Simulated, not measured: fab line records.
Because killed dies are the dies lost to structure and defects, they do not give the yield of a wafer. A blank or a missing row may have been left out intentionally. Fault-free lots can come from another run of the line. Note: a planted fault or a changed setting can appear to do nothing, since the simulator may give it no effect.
fab line records -- flow sfqLine -- part 1 of 2: steps 1 to 27 of 39
record lots=5, wafers=15, lastDay=77
route steps=325 shown I3@147 M4@148 I4@163 JJ@178
lots with no fault: from the same line, run without faults
startH: start of the lot's first displayed wafer, in hours after the record's first day -- waitH: hours from the lot's prior step to this one -- " same as the row above -- L1.1+2: several wafers, shown together as one row -- - no value, or no start was given -- * or withheld: withheld -- < > ~ a bound
route shown NAME@n: a module of which the file shows steps, and the number in the route of the first -- usual: the fault-free wafers' mean and standard deviation -- same: alike in all rows -- chamber/n: place in a boat -- sites: per-site readings -- _std_site: their standard deviation -- _edge_site: inner sites' mean taken away from outer sites' mean -- radiusMm: for every site, how far away it sits from the centre of the wafer -- mask NAME#n: copy n -- behind: tool/chamber where the wafer was last shaped -- hold: why the lot went on hold/how many hours it stayed there/how the hold came to an end -- device: names the non-switching transistor (n, p or np) -- end of line: tests run on the same wafers once the route is complete -- where a step has no rows: the recipe by itself -- killed: not the wafer's yield, but the dies lost to structure and defects at the first sort -- map: shows each die of a wafer: x if killed, . if not, _ if none is there
set.NAME: the setting as run; set.NAME@STEP: as run at that earlier step -- model.NAME: the simulator's own value behind a step, which no gauge read
a table for each step, a row for each wafer; lots at some steps of the route
services: a tool's chamber out of use, with start hour (startH, from the record's first day; less than 0 if before it), hours out, and reason
## steps
# step SFQ_TRILAYER_I3_VIA_STRIP_SOLV_CLEAN_090
# recipe chemistry=NMP, tempC=70, timeS=600
# usual bathHeatDutyPct=13.6/1.5
lot.wafer,tool,chamber,startH,waitH,bathHeatDutyPct
L079.2,wetBench-02,6,804.67,0.4,11.4
L079.4,wetBench-02,2,804.67,0.4,15.3
L079.5,wetBench-02,0,804.67,0.4,14.3
L083.3,wetBench-01,3,847.54,0.2,14.2
L083.4,wetBench-01,1,847.54,0.2,13.1
L083.5,wetBench-01,2,847.54,0.2,14.0
L086.1,wetBench-01,0,869.56,0.4,15.0
L086.4,wetBench-01,3,869.56,0.4,14.7
L086.5,wetBench-01,6,869.56,0.4,15.2
L088.2,wetBench-01,7,881.56,0.4,11.2
L088.5,wetBench-01,2,881.56,0.4,14.4
L088.6,wetBench-01,6,881.56,0.4,15.5
L093.1,wetBench-03,3,936.56,0.4,13.8
L093.3,wetBench-03,4,936.56,0.4,14.6
L093.5,wetBench-03,7,936.56,0.4,12.2
# step SFQ_TRILAYER_M4_DEP_PRE_CLEAN_092
# recipe gas=Ar, timeS=22.5, biasV=250
lot.wafer,tool,chamber,startH,waitH
L079.2+4+5,pvdSputter-06,-,804.84,0.0
L083.3+4+5,pvdSputter-04,-,847.72,0.0
L086.1+4+5,pvdSputter-06,-,869.74,0.0
L088.2+5+6,pvdSputter-04,-,881.74,0.0
L093.1+3+5,pvdSputter-06,-,936.74,0.0
# step SFQ_TRILAYER_M4_DEP_SPUTTER_091
# recipe material=Nb, basePressurePa=1.33e-06, chamberPressurePa=0.1333, substrateTempC=20, resputterCathodeVoltageV=400, targetThkNm=200, powerW=2000, timeS=133.3
# usual throttleValvePct=29.7/0.64
lot.wafer,tool,chamber,startH,waitH,throttleValvePct
L079.2,pvdSputter-06,-,804.87,0.0,29.8
L079.4,pvdSputter-06,-,804.87,0.0,29.6
L079.5,pvdSputter-06,-,804.87,0.0,28.2
L083.3,pvdSputter-04,-,847.74,0.0,29.8
L083.4,pvdSputter-04,-,847.74,0.0,30.3
L083.5,pvdSputter-04,-,847.74,0.0,29.8
L086.1,pvdSputter-06,-,869.77,0.0,28.6
L086.4,pvdSputter-06,-,869.77,0.0,29.5
L086.5,pvdSputter-06,-,869.77,0.0,29.7
L088.2,pvdSputter-04,-,881.77,0.0,30.5
L088.5,pvdSputter-04,-,881.77,0.0,30.3
L088.6,pvdSputter-04,-,881.77,0.0,28.4
L093.1,pvdSputter-06,-,936.77,0.0,29.3
L093.3,pvdSputter-06,-,936.77,0.0,28.1
L093.5,pvdSputter-06,-,936.77,0.0,28.4
# step SFQ_M4_RS_MEAS_924
# recipe thkMeasGauge=four-point-probe, reads=Nb_of_TRILAYER_M4_DEP_SPUTTER_091
# usual M4_NB_RS=0.890/0.01
lot.wafer,tool,chamber,startH,waitH,M4_NB_RS[ohm/sq]
L079.2,filmMetro-03,-,805.00,0.1,0.887
L079.4,filmMetro-03,-,805.00,0.1,0.891
L079.5,filmMetro-03,-,805.00,0.1,0.881
L083.3,filmMetro-03,-,847.88,0.1,0.896
L083.4,filmMetro-03,-,847.88,0.1,0.883
L083.5,filmMetro-03,-,847.88,0.1,0.902
L086.1,filmMetro-01,-,869.86,0.0,0.881
L086.4,filmMetro-01,-,869.86,0.0,0.885
L086.5,filmMetro-01,-,869.86,0.0,0.898
L088.2,filmMetro-03,-,881.88,0.1,0.883
L088.5,filmMetro-03,-,881.88,0.1,0.878
L088.6,filmMetro-03,-,881.88,0.1,0.873
L093.1,filmMetro-01,-,936.86,0.0,0.876
L093.3,filmMetro-01,-,936.86,0.0,0.888
L093.5,filmMetro-01,-,936.86,0.0,0.884
# step SFQ_TRILAYER_M4_LITHO_COAT_098
# recipe resist=BARC, spinRpm=3000, resistThkNm=62
lot.wafer,tool,chamber,startH,waitH
L079.2+4+5,lithoTrack-02,0,805.21,0.1
L083.3+4+5,lithoTrack-04,0,848.12,0.1
L086.1+4+5,lithoTrack-04,0,870.04,0.1
L088.2+5+6,lithoTrack-03,0,882.09,0.1
L093.1+3+5,lithoTrack-03,0,937.04,0.1
# step SFQ_TRILAYER_M4_LITHO_COAT_093
# recipe resist=KrF, spinRpm=3000, resistThkNm=600
lot.wafer,tool,chamber,startH,waitH
L079.2+4+5,lithoTrack-02,0,805.51,0.2
L083.3+4+5,lithoTrack-04,0,848.42,0.2
L086.1+4+5,lithoTrack-04,0,870.34,0.2
L088.2+5+6,lithoTrack-03,0,882.39,0.2
L093.1+3+5,lithoTrack-03,0,937.34,0.2
# step SFQ_TRILAYER_M4_LITHO_SOFTBAKE_097
# recipe tempC=withheld, timeS=withheld, resist=KrF
lot.wafer,tool,chamber,startH,waitH
L079.2+4+5,lithoTrack-02,0,805.78,0.2
L083.3+4+5,lithoTrack-04,0,848.67,0.2
L086.1+4+5,lithoTrack-04,0,870.64,0.2
L088.2+5+6,lithoTrack-03,0,882.66,0.2
L093.1+3+5,lithoTrack-03,0,937.64,0.2
# step SFQ_TRILAYER_M4_LITHO_EXPOSE_094
# recipe maskId=M4, na=0.6, sourceShape=conventional, sigmaOuter=0.65, targetCdNm=500, doseMj=14.4
# usual focusOffsetNm=0.0/0.49
lot.wafer,tool,chamber,startH,waitH,mask,focusOffsetNm
L079.2,krfScanner-02,0,875.46,-,M4#0,-0.3
L079.4,krfScanner-02,0,875.46,-,M4#0,-1.0
L079.5,krfScanner-02,0,875.46,-,M4#0,-0.7
L083.3,krfScanner-02,0,908.81,-,M4#0,0.3
L083.4,krfScanner-02,0,908.81,-,M4#0,-0.2
L083.5,krfScanner-02,0,908.81,-,M4#0,0.2
L086.1,krfScanner-02,0,926.41,-,M4#0,0.3
L086.4,krfScanner-02,0,926.41,-,M4#0,-0.4
L086.5,krfScanner-02,0,926.41,-,M4#0,0.0
L088.2,krfScanner-02,0,936.21,-,M4#0,0.3
L088.5,krfScanner-02,0,936.21,-,M4#0,0.6
L088.6,krfScanner-02,0,936.21,-,M4#0,0.4
L093.1,krfScanner-02,0,986.30,-,M4#0,-0.5
L093.3,krfScanner-02,0,986.30,-,M4#0,0.0
L093.5,krfScanner-02,0,986.30,-,M4#0,-0.1
# step SFQ_TRILAYER_M4_LITHO_PEB_096
# recipe pebTempC=115, pebTimeS=60, resist=KrF
lot.wafer,tool,chamber,startH,waitH
L079.2+4+5,lithoTrack-03,0,876.48,0.8
L083.3+4+5,lithoTrack-03,0,909.66,0.7
L086.1+4+5,lithoTrack-03,0,927.61,1.0
L088.2+5+6,lithoTrack-04,0,937.23,0.8
L093.1+3+5,lithoTrack-03,0,987.50,1.0
# step SFQ_TRILAYER_M4_LITHO_DEVELOP_095
# recipe timeS=60, resist=KrF
lot.wafer,tool,chamber,startH,waitH
L079.2+4+5,lithoTrack-03,0,876.63,0.1
L083.3+4+5,lithoTrack-03,0,909.81,0.1
L086.1+4+5,lithoTrack-03,0,927.76,0.1
L088.2+5+6,lithoTrack-04,0,937.38,0.1
L093.1+3+5,lithoTrack-03,0,987.65,0.1
# step SFQ_M4_OVL_MEAS_926
# usual M4_OVL=0/6.5
lot.wafer,tool,chamber,startH,waitH,M4_OVL[nm]
L079.2,overlay-02,-,876.76,0.1,-6
L079.4,overlay-02,-,876.76,0.1,2
L079.5,overlay-02,-,876.76,0.1,4
L083.3,overlay-02,-,909.92,0.1,-7
L083.4,overlay-02,-,909.92,0.1,-9
L083.5,overlay-02,-,909.92,0.1,-5
L086.1,overlay-02,-,927.91,0.1,-4
L086.4,overlay-02,-,927.91,0.1,-7
L086.5,overlay-02,-,927.91,0.1,-3
L088.2,overlay-01,-,937.51,0.1,3
L088.5,overlay-01,-,937.51,0.1,9
L088.6,overlay-01,-,937.51,0.1,-2
L093.1,overlay-01,-,987.80,0.1,8
L093.3,overlay-01,-,987.80,0.1,4
L093.5,overlay-01,-,987.80,0.1,11
# step SFQ_TRILAYER_M4_BARC_OPEN_METAL_ETCH_123
# recipe maskMaterial=PR, chemistry=O2, targetDepthNm=125, target=BARC, icpW=600, biasW=80, pressureMtorr=10, timeS=41.7
# usual drypumpMotorCurrentA=5.97/0.27, oesProductAu=0.685/0.0047, rfFwdPowerW=593.7/2.7
lot.wafer,tool,chamber,startH,waitH,drypumpMotorCurrentA,oesProductAu,rfFwdPowerW,rfHoursCounterH
L079.2,rieMetal-04,0,876.79,0.0,5.81,0.688,594.6,143
L079.4,rieMetal-04,1,876.79,0.0,6.04,0.683,594.2,-
L079.5,rieMetal-04,0,876.79,0.0,5.85,0.690,595.8,-
L083.3,rieMetal-02,1,909.96,0.0,5.76,0.693,592.8,-
L083.4,rieMetal-02,0,909.96,0.0,5.55,0.690,587.8,-
L083.5,rieMetal-02,1,909.96,0.0,5.76,0.684,590.6,-
L086.1,rieMetal-02,1,927.94,0.0,5.79,0.685,589.6,151
L086.4,rieMetal-02,1,927.94,0.0,5.74,0.685,591.8,-
L086.5,rieMetal-02,0,927.94,0.0,5.54,0.686,590.5,-
L088.2,rieMetal-01,1,937.54,0.0,6.36,0.681,592.0,140
L088.5,rieMetal-01,1,937.54,0.0,6.35,0.690,592.9,-
L088.6,rieMetal-01,0,937.54,0.0,6.21,0.686,593.3,-
L093.1,rieMetal-04,0,987.84,0.0,5.86,0.678,593.8,165
L093.3,rieMetal-04,0,987.84,0.0,5.82,0.691,595.6,-
L093.5,rieMetal-04,0,987.84,0.0,5.80,0.686,594.5,-
# step SFQ_TRILAYER_M4_ETCH_METAL_ETCH_096
# recipe target=Nb, stopOn=SiO2, maskMaterial=PR, chemistry=Cl2/Ar, targetDepthNm=240, icpW=600, biasW=80, pressureMtorr=10, timeS=120
# usual drypumpMotorCurrentA=5.97/0.27, oesProductAu=0.894/0.0074, rfFwdPowerW=597.1/2
lot.wafer,tool,chamber,startH,waitH,drypumpMotorCurrentA,oesProductAu,rfFwdPowerW,rfHoursCounterH
L079.2,rieMetal-04,0,876.85,0.0,5.82,0.896,595.8,143
L079.4,rieMetal-04,1,876.85,0.0,6.08,0.895,598.3,-
L079.5,rieMetal-04,0,876.85,0.0,5.82,0.901,596.5,-
L083.3,rieMetal-02,1,910.05,0.1,5.78,0.891,596.1,-
L083.4,rieMetal-02,0,910.05,0.1,5.55,0.899,600.6,-
L083.5,rieMetal-02,1,910.05,0.1,5.84,0.888,594.5,-
L086.1,rieMetal-02,1,928.00,0.0,5.75,0.892,597.6,151
L086.4,rieMetal-02,1,928.00,0.0,5.74,0.891,596.7,-
L086.5,rieMetal-02,0,928.00,0.0,5.60,0.895,596.0,-
L088.2,rieMetal-01,1,937.60,0.0,6.36,0.889,600.8,140
L088.5,rieMetal-01,1,937.60,0.0,6.36,0.905,596.1,-
L088.6,rieMetal-01,0,937.60,0.0,6.22,0.909,597.5,-
L093.1,rieMetal-04,0,987.96,0.1,5.87,0.897,598.4,165
L093.3,rieMetal-04,0,987.96,0.1,5.83,0.889,598.3,-
L093.5,rieMetal-04,0,987.96,0.1,5.84,0.893,601.2,-
# step SFQ_TRILAYER_M4_STRIP_STRIP_097
# recipe gas=O2, powerW=200, platenTempC=40, overashFraction=0.65, chemistry=O2, pressureMtorr=50
# usual drypumpMotorCurrentA=5.97/0.27, oesProductAu=0.991/0.011
lot.wafer,tool,chamber,startH,waitH,drypumpMotorCurrentA,oesProductAu,rfHoursCounterH
L079.2,rieMetal-04,0,876.98,0.1,5.83,0.986,143
L079.4,rieMetal-04,1,876.98,0.1,6.10,0.971,-
L079.5,rieMetal-04,0,876.98,0.1,5.82,0.989,-
L083.3,rieMetal-02,1,910.33,0.2,5.78,1.007,-
L083.4,rieMetal-02,0,910.33,0.2,5.60,0.988,-
L083.5,rieMetal-02,1,910.33,0.2,5.79,1.003,-
L086.1,rieMetal-02,1,928.13,0.1,5.77,1.009,151
L086.4,rieMetal-02,1,928.13,0.1,5.79,1.008,-
L086.5,rieMetal-02,0,928.13,0.1,5.55,0.989,-
L088.2,rieMetal-01,1,937.73,0.1,6.37,0.994,140
L088.5,rieMetal-01,1,937.73,0.1,6.38,1.000,-
L088.6,rieMetal-01,0,937.73,0.1,6.21,0.997,-
L093.1,rieMetal-04,0,988.21,0.2,5.84,0.988,166
L093.3,rieMetal-04,0,988.21,0.2,5.85,0.984,-
L093.5,rieMetal-04,0,988.21,0.2,5.84,0.977,-
# step SFQ_TRILAYER_M4_STRIP_SOLV_CLEAN_098
# recipe chemistry=NMP, tempC=70, timeS=600
# usual bathHeatDutyPct=13.4/1.8
lot.wafer,tool,chamber,startH,waitH,bathHeatDutyPct
L079.2,wetBench-04,3,877.58,0.4,10.7
L079.4,wetBench-04,4,877.58,0.4,16.1
L079.5,wetBench-04,6,877.58,0.4,12.0
L083.3,wetBench-04,2,910.73,0.2,12.9
L083.4,wetBench-04,4,910.73,0.2,15.2
L083.5,wetBench-04,3,910.73,0.2,10.9
L086.1,wetBench-04,1,928.73,0.4,10.2
L086.4,wetBench-04,7,928.73,0.4,16.1
L086.5,wetBench-04,6,928.73,0.4,12.7
L088.2,wetBench-03,6,938.33,0.4,11.8
L088.5,wetBench-03,0,938.33,0.4,11.1
L088.6,wetBench-03,4,938.33,0.4,13.8
L093.1,wetBench-04,4,989.41,1.0,16.6
L093.3,wetBench-04,7,989.41,1.0,15.1
L093.5,wetBench-04,5,989.41,1.0,13.9
# step SFQ_TRILAYER_I4_DEP_PECVD_099
# recipe material=SiO2, tempC=150, timeS=111.11, pressureTorr=2.4, rfW=183.3, precursor=SiH4/N2O, targetThkNm=500
# usual heaterPowerW=78/11, rfFwdPowerW=182.4/0.55, throttleValvePct=24.5/1.4
lot.wafer,tool,chamber,startH,waitH,heaterPowerW,rfFwdPowerW,throttleValvePct
L079.2,pecvd-04,0,877.77,0.0,89,182.9,26.8
L079.4,pecvd-04,2,877.77,0.0,100,182.5,25.4
L079.5,pecvd-04,0,877.77,0.0,90,182.7,26.8
L083.3,pecvd-03,0,910.92,0.0,75,182.3,22.2
L083.4,pecvd-03,2,910.92,0.0,64,182.1,25.7
L083.5,pecvd-03,1,910.92,0.0,77,182.7,24.3
L086.1,pecvd-03,1,928.90,0.0,92,182.7,24.2
L086.4,pecvd-03,2,928.90,0.0,59,183.1,25.8
L086.5,pecvd-03,0,928.90,0.0,74,183.0,22.4
L088.2,pecvd-03,0,938.50,0.0,78,182.3,22.4
L088.5,pecvd-03,0,938.50,0.0,79,182.8,22.1
L088.6,pecvd-03,2,938.50,0.0,69,182.5,25.8
L093.1,pecvd-03,1,989.58,0.0,85,183.0,24.2
L093.3,pecvd-03,0,989.58,0.0,74,183.5,22.3
L093.5,pecvd-03,2,989.58,0.0,67,181.4,26.1
# step SFQ_TRILAYER_I4_CMP_CMP_100
# recipe material=SiO2, downForcePsi=3, platenRpm=60, padVelocityMS=0.94248
# usual motorCurrentA=10.6/1.1, platenRpm=60.00/0.038, timeToEndpointS=214/8.3
lot.wafer,tool,chamber,startH,waitH,motorCurrentA,platenRpm,timeToEndpointS
L079.2,cmp-02,2,920.23,42.4,9.8,59.97,211
L079.4,cmp-02,3,920.23,42.4,11.1,60.03,206
L079.5,cmp-02,2,922.23,44.4,9.8,60.04,228
L083.3,cmp-02,3,963.46,52.5,10.9,59.99,207
L083.4,cmp-02,0,963.46,52.5,10.2,60.04,220
L083.5,cmp-02,2,964.96,54.0,9.9,60.02,213
L086.1,cmp-02,2,980.46,51.5,9.9,59.99,221
L086.4,cmp-02,0,981.46,52.5,9.3,60.00,223
L086.5,cmp-02,2,982.46,53.5,9.7,60.07,230
L088.2,cmp-02,0,990.96,52.4,9.2,60.01,219
L088.5,cmp-02,1,990.96,52.4,9.5,59.96,222
L088.6,cmp-02,2,990.96,52.4,9.5,60.01,216
L093.3,cmp-02,0,1043.46,53.8,9.9,59.99,214
L093.1,cmp-02,2,1044.46,54.8,9.8,60.04,210
L093.5,cmp-02,1,1045.96,56.3,9.5,59.99,209
# step SFQ_I4_BOW_MEAS_927
# recipe mode=bow
# usual I4_BOW=4/9.6
lot.wafer,tool,chamber,startH,waitH,I4_BOW[um]
L079.2,filmMetro-01,-,923.25,2.5,-2
L079.4,filmMetro-01,-,923.25,2.5,11
L079.5,filmMetro-01,-,923.25,2.5,8
L083.3,filmMetro-03,-,965.50,1.5,2
L083.4,filmMetro-03,-,965.50,1.5,4
L083.5,filmMetro-03,-,965.50,1.5,6
L086.1,filmMetro-04,-,983.46,2.5,-20
L086.4,filmMetro-04,-,983.46,2.5,-16
L086.5,filmMetro-04,-,983.46,2.5,-12
L088.2,filmMetro-01,-,992.48,1.0,17
L088.5,filmMetro-01,-,992.48,1.0,12
L088.6,filmMetro-01,-,992.48,1.0,9
L093.1,filmMetro-03,-,1046.46,1.5,2
L093.3,filmMetro-03,-,1046.46,1.5,0
L093.5,filmMetro-03,-,1046.46,1.5,-2
# step SFQ_TRILAYER_I4_METRO_MEASURE_101
# usual thkNm=199.6/1.3
lot.wafer,tool,chamber,startH,waitH,thkNm
L079.2,filmMetro-01,-,923.55,0.3,201.6
L079.4,filmMetro-01,-,923.55,0.3,199.4
L079.5,filmMetro-01,-,923.55,0.3,200.8
L083.3,filmMetro-03,-,965.98,0.5,197.8
L083.4,filmMetro-03,-,965.98,0.5,199.1
L083.5,filmMetro-03,-,965.98,0.5,200.9
L086.1,filmMetro-04,-,983.58,0.1,200.8
L086.4,filmMetro-04,-,983.58,0.1,200.1
L086.5,filmMetro-04,-,983.58,0.1,200.4
L088.2,filmMetro-01,-,992.78,0.3,199.6
L088.5,filmMetro-01,-,992.78,0.3,200.2
L088.6,filmMetro-01,-,992.78,0.3,200.8
L093.1,filmMetro-03,-,1046.58,0.1,200.1
L093.3,filmMetro-03,-,1046.58,0.1,200.1
L093.5,filmMetro-03,-,1046.58,0.1,199.3
# step SFQ_TRILAYER_I4_VIA_LITHO_COAT_108
# recipe resist=BARC, spinRpm=3000, resistThkNm=62
lot.wafer,tool,chamber,startH,waitH
L079.2+4+5,lithoTrack-02,0,924.60,0.8
L083.3+4+5,lithoTrack-04,0,966.88,0.7
L086.1+4+5,lithoTrack-02,0,984.78,1.0
L088.2+5+6,lithoTrack-04,0,993.83,0.8
L093.1+3+5,lithoTrack-02,0,1047.78,1.0
# step SFQ_TRILAYER_I4_VIA_LITHO_COAT_103
# recipe resist=KrF, spinRpm=3000, resistThkNm=650
lot.wafer,tool,chamber,startH,waitH
L079.2+4+5,lithoTrack-02,0,924.90,0.2
L083.3+4+5,lithoTrack-04,0,967.18,0.2
L086.1+4+5,lithoTrack-02,0,985.08,0.2
L088.2+5+6,lithoTrack-04,0,994.13,0.2
L093.1+3+5,lithoTrack-02,0,1048.08,0.2
# step SFQ_TRILAYER_I4_VIA_LITHO_SOFTBAKE_107
# recipe tempC=withheld, timeS=withheld, resist=KrF
lot.wafer,tool,chamber,startH,waitH
L079.2+4+5,lithoTrack-02,0,925.18,0.2
L083.3+4+5,lithoTrack-04,0,967.43,0.2
L086.1+4+5,lithoTrack-02,0,985.38,0.2
L088.2+5+6,lithoTrack-04,0,994.41,0.2
L093.1+3+5,lithoTrack-02,0,1048.38,0.2
# step SFQ_TRILAYER_I4_VIA_LITHO_EXPOSE_104
# recipe maskId=I4, na=0.6, sourceShape=conventional, sigmaOuter=0.65, targetCdNm=700, doseMj=21.3
# usual focusOffsetNm=-0.1/0.48
lot.wafer,tool,chamber,startH,waitH,mask,focusOffsetNm
L079.2,krfScanner-01,0,998.82,-,I4#0,0.2
L079.4,krfScanner-01,0,998.82,-,I4#0,0.4
L079.5,krfScanner-01,0,998.82,-,I4#0,0.2
L083.3,krfScanner-01,0,1036.32,-,I4#0,0.7
L083.4,krfScanner-01,0,1036.32,-,I4#0,0.0
L083.5,krfScanner-01,0,1036.32,-,I4#0,-0.1
L086.1,krfScanner-01,0,1052.76,-,I4#0,-0.6
L086.4,krfScanner-01,0,1052.76,-,I4#0,0.0
L086.5,krfScanner-01,0,1052.76,-,I4#0,-0.5
L088.2,krfScanner-01,0,1063.56,-,I4#0,-0.4
L088.5,krfScanner-01,0,1063.56,-,I4#0,-0.1
L088.6,krfScanner-01,0,1063.56,-,I4#0,0.7
L093.1,krfScanner-01,0,1118.07,-,I4#0,-0.6
L093.3,krfScanner-01,0,1118.07,-,I4#0,0.2
L093.5,krfScanner-01,0,1118.07,-,I4#0,0.0
# step SFQ_TRILAYER_I4_VIA_LITHO_PEB_106
# recipe pebTempC=115, pebTimeS=60, resist=KrF
lot.wafer,tool,chamber,startH,waitH
L079.2+4+5,lithoTrack-04,0,999.85,0.8
L083.3+4+5,lithoTrack-02,0,1037.17,0.7
L086.1+4+5,lithoTrack-04,0,1053.96,1.0
L088.2+5+6,lithoTrack-02,0,1064.58,0.8
L093.1+3+5,lithoTrack-01,0,1119.27,1.0
# step SFQ_TRILAYER_I4_VIA_LITHO_DEVELOP_105
# recipe timeS=60, resist=KrF
lot.wafer,tool,chamber,startH,waitH
L079.2+4+5,lithoTrack-04,0,1000.00,0.1
L083.3+4+5,lithoTrack-02,0,1037.32,0.1
L086.1+4+5,lithoTrack-04,0,1054.11,0.1
L088.2+5+6,lithoTrack-02,0,1064.73,0.1
L093.1+3+5,lithoTrack-01,0,1119.42,0.1
# step SFQ_I4_OVL_MEAS_928
# usual I4_OVL=1/5.2
lot.wafer,tool,chamber,startH,waitH,I4_OVL[nm]
L079.2,overlay-02,-,1000.13,0.1,-5
L079.4,overlay-02,-,1000.13,0.1,1
L079.5,overlay-02,-,1000.13,0.1,-4
L083.3,overlay-02,-,1037.43,0.1,6
L083.4,overlay-02,-,1037.43,0.1,11
L083.5,overlay-02,-,1037.43,0.1,6
L086.1,overlay-02,-,1054.26,0.1,2
L086.4,overlay-02,-,1054.26,0.1,-7
L086.5,overlay-02,-,1054.26,0.1,8
L088.2,overlay-01,-,1064.87,0.1,-10
L088.5,overlay-01,-,1064.87,0.1,4
L088.6,overlay-01,-,1064.87,0.1,-12
L093.1,overlay-01,-,1119.57,0.1,6
L093.3,overlay-01,-,1119.57,0.1,6
L093.5,overlay-01,-,1119.57,0.1,6
# step SFQ_TRILAYER_I4_VIA_BARC_OPEN_VIA_ETCH_146
# recipe maskMaterial=PR, chemistry=O2, targetDepthNm=125, target=BARC, sourceW=500, biasW=80, pressureMtorr=30, timeS=41.7
# usual drypumpMotorCurrentA=5.9/0.57, oesProductAu=0.685/0.0048, rfFwdPowerW=493.5/2.2
lot.wafer,tool,chamber,startH,waitH,drypumpMotorCurrentA,oesProductAu,rfFwdPowerW,rfHoursCounterH
L079.2,rieDiel-03,2,1000.16,0.0,6.3,0.697,493.3,12
L079.4,rieDiel-03,1,1000.16,0.0,6.3,0.687,490.7,4
L079.5,rieDiel-03,2,1000.16,0.0,6.3,0.676,496.8,-
L083.3,rieDiel-03,3,1037.46,0.0,4.9,0.686,491.4,10
L083.4,rieDiel-03,0,1037.46,0.0,6.3,0.686,495.7,20
L083.5,rieDiel-03,0,1037.46,0.0,6.3,0.685,493.5,-
L086.1,rieDiel-01,1,1054.30,0.0,6.0,0.678,496.7,10
L086.4,rieDiel-01,3,1054.30,0.0,5.9,0.691,494.7,6
L086.5,rieDiel-01,3,1054.30,0.0,6.0,0.676,494.8,-
L088.2,rieDiel-03,1,1064.90,0.0,6.3,0.684,490.8,5
L088.5,rieDiel-03,1,1064.90,0.0,6.3,0.685,489.0,-
L088.6,rieDiel-03,0,1064.90,0.0,6.3,0.679,491.2,-
L093.1,rieDiel-04,2,1119.60,0.0,6.7,0.691,492.6,1
L093.3,rieDiel-04,3,1119.60,0.0,5.7,0.688,498.2,16
L093.5,rieDiel-04,3,1119.60,0.0,5.7,0.688,498.7,-
